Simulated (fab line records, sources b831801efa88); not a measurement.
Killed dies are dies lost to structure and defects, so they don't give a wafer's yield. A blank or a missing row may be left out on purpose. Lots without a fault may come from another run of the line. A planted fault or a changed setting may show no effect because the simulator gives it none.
A struck lot beside a sound one | flow sky130 | 21 steps out of a route of 708
Sound: wafers L694.1, L694.2, L694.4. Struck: wafers L706.3, L706.4, L706.5. The cause comes at the end.
At each step with rows: each side's tool, then ch and its chambers, then its first start. Under that, the readings that differ: sound wafers | struck wafers | difference of the means | sigmas: that difference in standard deviations of wafers without a fault.
alike: readings whose means differ by less than 2 such deviations, and words and numbers that are the same on both sides. not compared: withheld readings, readings that some wafer has no value for, bounds like >300 that may hide the same value, and numbers for which the record gives no deviation and whose values overlap.
The two part at a step that has a row with sigmas, a row that says differs or no value, or rows on one side only. Numbers that don't overlap but have no deviation are shown without sigmas and don't part them. A reading that every wafer of one side lacks parts them only if that side has two wafers or more.

first, 1 step without rows for these wafers: SKY_RES_XHIGH_IMPLANT_07.
SKY_RES_XHIGH_STRIP_08: strips in O2/N2.
  sound on plasma_asher-03 ch 0,1, day 26 23:49; struck on plasma_asher-01 ch 0,1, day 31 09:04
  alike: drypump_motor_current_A, oes_product_au, strip_time_to_endpoint_s
  not compared: rf_hours_counter_h
SKY_RES_XHIGH_TW_MEAS_09:
  sound on film_metro-01, day 26 23:55; struck on film_metro-03, day 31 09:08
  alike: RES_XHIGH_TW
then, 7 steps without rows for these wafers: SKY_SD_N_DEHYDRATE_00 (time 60 s); SKY_SD_N_HMDS_01 (prime time 60 s); SKY_SD_N_COAT_02 (resist thk 1140 nm); SKY_SD_N_SOFTBAKE_03 (time 60 s); SKY_SD_N_EXPOSE_04 (exposes mask NSDM, target cd 380 nm); SKY_SD_N_PEB_05; SKY_SD_N_DEVELOP_06 (develop time 60 s).
SKY_SD_N_CD_MEAS_07: target cd 380 nm.
  sound on cd_sem-01, day 28 03:56; struck on cd_sem-01, day 32 12:07
  alike: cd_nm
SKY_SD_N_OVL_MEAS_08:
  sound on overlay-02, day 28 04:03; struck on overlay-02, day 32 12:13
  alike: SD_N_OVL
SKY_SD_N_IMPLANT_09:
  sound on implanter-03 ch 0, day 28 04:05; struck on implanter-04 ch 0, day 32 12:17
  reading                          | sound                     | struck                     | difference | sigmas
  end_station_pressure_torr (Torr) | 1.4e-05 1.32e-05 1.36e-05 | 4.72e-05 4.87e-05 4.57e-05 | +3.36e-05  | +28
  alike: tilt_deg
then, 1 step without rows for these wafers: SKY_SD_N_IMPLANT_10.
SKY_SD_N_STRIP_11: strips in O2/N2.
  sound on plasma_asher-02 ch 0,1, day 28 04:23; struck on plasma_asher-02 ch 0,1, day 32 12:34
  reading                      | sound             | struck            | difference | sigmas
  strip_time_to_endpoint_s (s) | 22.57 22.51 22.51 | 22.86 22.88 22.90 | +0.35      | +9
  alike: drypump_motor_current_A, oes_product_au
  not compared: rf_hours_counter_h
SKY_SD_N_TW_MEAS_12:
  sound on film_metro-01, day 28 04:29; struck on film_metro-03, day 32 12:39
  alike: SD_N_TW
then, 1 step without rows for these wafers: SKY_SD_N_CLEAN_13 (cleans in SC1/SC2, time 150 s).
SKY_SD_N_RTA_14: time 2 s.
  sound on rtp_anneal-01 ch 0, day 28 04:36; struck on rtp_anneal-01 ch 0, day 32 12:46
  alike: lamp_power_pct, wafer_temp_C_max
SKY_SD_N_RS_MEAS_16: measures by four-point-probe.
  sound on film_metro-03, day 28 04:46; struck on film_metro-01, day 32 12:58
  reading          | sound             | struck            | difference | sigmas
  SD_N_RS (ohm/sq) | 68.62 68.88 68.62 | 67.70 67.71 67.81 | -0.97      | -9
SKY_SD_N_RS_MEAS_17: measures by four-point-probe.
  sound on film_metro-03, day 28 04:53; struck on film_metro-01, day 32 13:05
  alike: SD_P_RS
-- the record jumps here: 17 days lie between the struck wafers' starts before and after (it left off in module SD_N and takes up again in module PAD_OPEN, whose first step shown is number 708 of the route) --
SKY_PAD_OPEN_PROBE_99:
  sound on prober-01, day 46 01:20; struck on prober-02, day 49 01:47
  reading                            | sound         | struck            | difference | sigmas
  model.etest.res_ndiff_hv.rs_ohm_sq | 115 116 116.4 | 108.3 109.3 108.8 | -7.0       |
  alike: killed_at_M0_to_M3, killed_at_M4_up, killed_at_contacts, killed_at_front_end, killed_at_other, killed_dies, killed_open, killed_short

WHERE THEY PART
First at SKY_SD_N_IMPLANT_09; last, within this record, at SKY_SD_N_RS_MEAS_16. Later steps at which nothing parts them and some readings are alike: SKY_SD_N_RS_MEAS_17, SKY_PAD_OPEN_PROBE_99.

WHY: what the simulator had put in
Process parameter drift: implanter-04, from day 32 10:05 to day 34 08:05, at SKY_SD_N_IMPLANT_09. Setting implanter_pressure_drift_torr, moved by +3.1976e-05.
Process parameter drift: implanter-04, from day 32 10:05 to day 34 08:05, at SKY_SD_N_IMPLANT_09. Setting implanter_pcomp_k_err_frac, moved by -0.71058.
